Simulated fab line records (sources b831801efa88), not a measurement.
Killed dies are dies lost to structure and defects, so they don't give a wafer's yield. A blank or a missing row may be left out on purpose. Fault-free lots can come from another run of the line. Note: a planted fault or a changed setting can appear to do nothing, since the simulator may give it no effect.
The tool behind it: which one? + flow sky130 + 7 lots (21 wafers sampled), 1 step of a 708-step route

== WHAT THE GAUGES READ, wafer by wafer ==
SKY_FIELD_ISO_BOW_MEAS_00.
| lot  | measured    | on            | INCOMING_BOW (um) |
|------|-------------|---------------|-------------------|
| L276 | day 1 15:02 | film metro-02 | -7 -2 -3          |
| L278 | day 2 01:00 | film metro-04 | -3 -3 5           |
| L280 | day 2 11:01 | film metro-04 | 8 -4 -1           |
| L282 | day 2 21:04 | film metro-03 | 4 7 -6            |
| L288 | day 4 03:01 | film metro-04 | -4 -7 16          |
| L291 | day 4 18:04 | film metro-02 | 3 6 -2            |
| L295 | day 5 14:02 | film metro-04 | 0 0 -3            |

== WHAT TOOL EACH LOT RAN ON (gives the tool, then ch and the chambers of the sampled wafers, and finally the start) ==
Record: no process step prior to these readings.

== THE ANSWER, worked out from the rows above alone ==
Rule: the usual values come from the lots themselves. Put in order of their means at a reading, lots are off if they are a third of the lots or fewer, leave a main group of 4 or more, and stand apart from it by a gap of 3 or more times the standard deviation of the main group's means; of several such gaps the widest counts. The tables above print the reading to a certain number of digits; a main group whose means all agree to those digits is not used. A lot without any number at a reading at which 4 lots or more have one is off too. All remaining lots with rows at the step are treated as sound.
Across all readings shown, no lot is off: no conclusion can be drawn from this.

== WHAT THE SIMULATOR PUT IN ==
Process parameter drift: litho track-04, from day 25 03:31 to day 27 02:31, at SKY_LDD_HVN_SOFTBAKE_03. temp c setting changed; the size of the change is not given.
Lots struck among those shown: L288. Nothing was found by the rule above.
